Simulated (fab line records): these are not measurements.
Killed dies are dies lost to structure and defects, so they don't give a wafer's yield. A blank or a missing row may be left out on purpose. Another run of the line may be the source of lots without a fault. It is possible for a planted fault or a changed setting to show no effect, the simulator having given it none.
Struck lot and sound lot, side by side + flow sky130 + 21 out of 708 route steps
Sound: the wafers L419.2, L419.5, L419.6. Struck: wafer L422.2 (left out: L422.3, a lot-mate that was not struck); the cause follows at the end.
Each step with rows lists, per side, the tool, then ch with its chambers, then its first start. Under that, the readings that differ: sound wafers + struck wafers + difference of the means + sigmas: that difference in standard deviations of wafers without a fault.
alike: same words and numbers on both sides, and readings whose means sit less than 2 such deviations apart. not compared: any withheld reading, any reading some wafer has no value for, any bound like >300 that may hide the same value, and any number with overlapping values for which the record gives no deviation.
A row with sigmas, a row that says differs or no value, or rows on one side alone: a step with any of these is where the two part. Numbers that don't overlap but have no deviation are shown without sigmas and don't part them. A reading that every wafer of one side lacks parts them only if that side has two wafers or more.

first, 1 step without rows for these wafers: SKY_RES_XHIGH_IMPLANT_07.
SKY_RES_XHIGH_STRIP_08: strips in O2/N2.
  sound on plasma-asher-01 ch 0,1, day 27 06:21; struck on plasma-asher-01 ch 1, day 28 18:15
| reading               | sound             | struck | difference | sigmas |
|-----------------------|-------------------|--------|------------|--------|
| oes-product-au (a.u.) | 0.717 0.718 0.707 | 0.702  | -0.012     | -3     |
  alike: drypump-motor-current-A, strip-time-to-endpoint-s
  not compared: rf-hours-counter-h
SKY_RES_XHIGH_TW_MEAS_09:
  sound: film-metro-01 at day 27 06:28; struck: film-metro-01 at day 28 18:22
  alike: RES_XHIGH_TW
then, 7 steps without rows for these wafers: SKY_SD_N_DEHYDRATE_00 (time 60 s); SKY_SD_N_HMDS_01 (prime time 60 s); SKY_SD_N_COAT_02 (resist thk 1140 nm); SKY_SD_N_SOFTBAKE_03 (time 60 s); SKY_SD_N_EXPOSE_04 (exposes mask NSDM, target cd 380 nm); SKY_SD_N_PEB_05; SKY_SD_N_DEVELOP_06 (develop time 60 s).
SKY_SD_N_CD_MEAS_07: target cd 380 nm.
  sound: cd-sem-02 at day 28 09:49; struck: cd-sem-02 at day 29 22:05
  alike: cd-nm
SKY_SD_N_OVL_MEAS_08:
  sound: overlay-02 at day 28 09:56; struck: overlay-02 at day 29 22:11
  alike: SD_N_OVL
SKY_SD_N_IMPLANT_09:
  sound on implanter-03 ch 0, day 28 09:59; struck on implanter-03 ch 0, day 29 22:14
| reading            | sound             | struck | difference | sigmas |
|--------------------|-------------------|--------|------------|--------|
| faraday-current-uA | 13846 13903 14281 | 17187  | +3177      | +3     |
after that, 1 step had no rows for these wafers: SKY_SD_N_IMPLANT_10.
SKY_SD_N_STRIP_11: strips in O2/N2.
  sound on plasma-asher-03 ch 0,1, day 28 10:16; struck on plasma-asher-01 ch 0, day 29 22:31
| reading                      | sound             | struck | difference | sigmas |
|------------------------------|-------------------|--------|------------|--------|
| strip-time-to-endpoint-s (s) | 22.43 22.56 22.53 | 21.86  | -0.65      | -17    |
  alike: drypump-motor-current-A, oes-product-au
  not compared: rf-hours-counter-h
SKY_SD_N_TW_MEAS_12:
  sound: film-metro-02 at day 28 10:22; struck: film-metro-02 at day 29 22:37
| reading | sound          | struck | difference | sigmas |
|---------|----------------|--------|------------|--------|
| SD_N_TW | 4005 4021 3998 | 3958   | -50        | -2     |
then, 1 step without rows for these wafers: SKY_SD_N_CLEAN_13 (cleans in SC1/SC2, time 150 s).
SKY_SD_N_RTA_14: time 2 s.
  sound on rtp-anneal-01 ch 0, day 28 10:28; struck on rtp-anneal-02 ch 0, day 29 22:44
  alike: anneal-temp-c-max, lamp-power-pct, ramp-up-c-per-s, wafer_temp_C_max
SKY_SD_N_RS_MEAS_16: measurement is done with a four-point probe.
  sound: film-metro-01 at day 28 10:40; struck: film-metro-01 at day 29 23:17
| reading          | sound             | struck | difference | sigmas |
|------------------|-------------------|--------|------------|--------|
| SD_N_RS (ohm/sq) | 68.62 68.55 68.62 | 70.38  | +1.78      | +16    |
  not compared: hold
SKY_SD_N_RS_MEAS_17: measurement is done with a four-point probe.
  sound: film-metro-01 at day 28 10:47; struck: film-metro-01 at day 30 02:35
| reading | sound | struck                   | difference                   | sigmas |
|---------|-------|--------------------------|------------------------------|--------|
| hold    | - - - | await-dispo/3.1h/release | no value on the sound wafers |        |
  alike: SD_P_RS
-- the record jumps here: 17 days lie between the struck wafers' starts before and after (it left off in module SD_N and takes up again in module PAD_OPEN, whose first step shown is number 708 of the route) --
SKY_PAD_OPEN_PROBE_99:
  sound: prober-01 at day 46 04:11; struck: prober-02 at day 47 06:41
| reading                                 | sound             | struck | difference | sigmas |
|-----------------------------------------|-------------------|--------|------------|--------|
| killed-short                            | 48 35 38          | 24     | -16        | -2     |
| model.etest.res-ndiff.line-ohm-um       | 771.7 762.9 756.9 | 804.4  | +40.6      |        |
| model.etest.sonos-uncharged.r-on-ohm-um | 823.6 820.1 803.5 | 832.1  | +16.4      |        |
| model.etest.licon-ndiff.rc-ohm          | 180 172.9 175.3   | 186.9  | +10.8      |        |
| model.etest.res-ndiff-hv.rs-ohm-sq      | 113.8 113.7 113.8 | 121.6  | +7.8       |        |
| model.etest.res-ndiff.rs-ohm-sq         | 119.7 119.8 119.7 | 128.7  | +9.0       |        |
  alike: killed_at_M0_to_M3, killed_at_M4_up, killed-at-contacts, killed-at-front-end, killed-at-other, killed-dies, killed-open

== WHERE THEY PART ==
First at SKY_RES_XHIGH_STRIP_08; last, within this record, at SKY_PAD_OPEN_PROBE_99.

WHY: what had been put in by the simulator
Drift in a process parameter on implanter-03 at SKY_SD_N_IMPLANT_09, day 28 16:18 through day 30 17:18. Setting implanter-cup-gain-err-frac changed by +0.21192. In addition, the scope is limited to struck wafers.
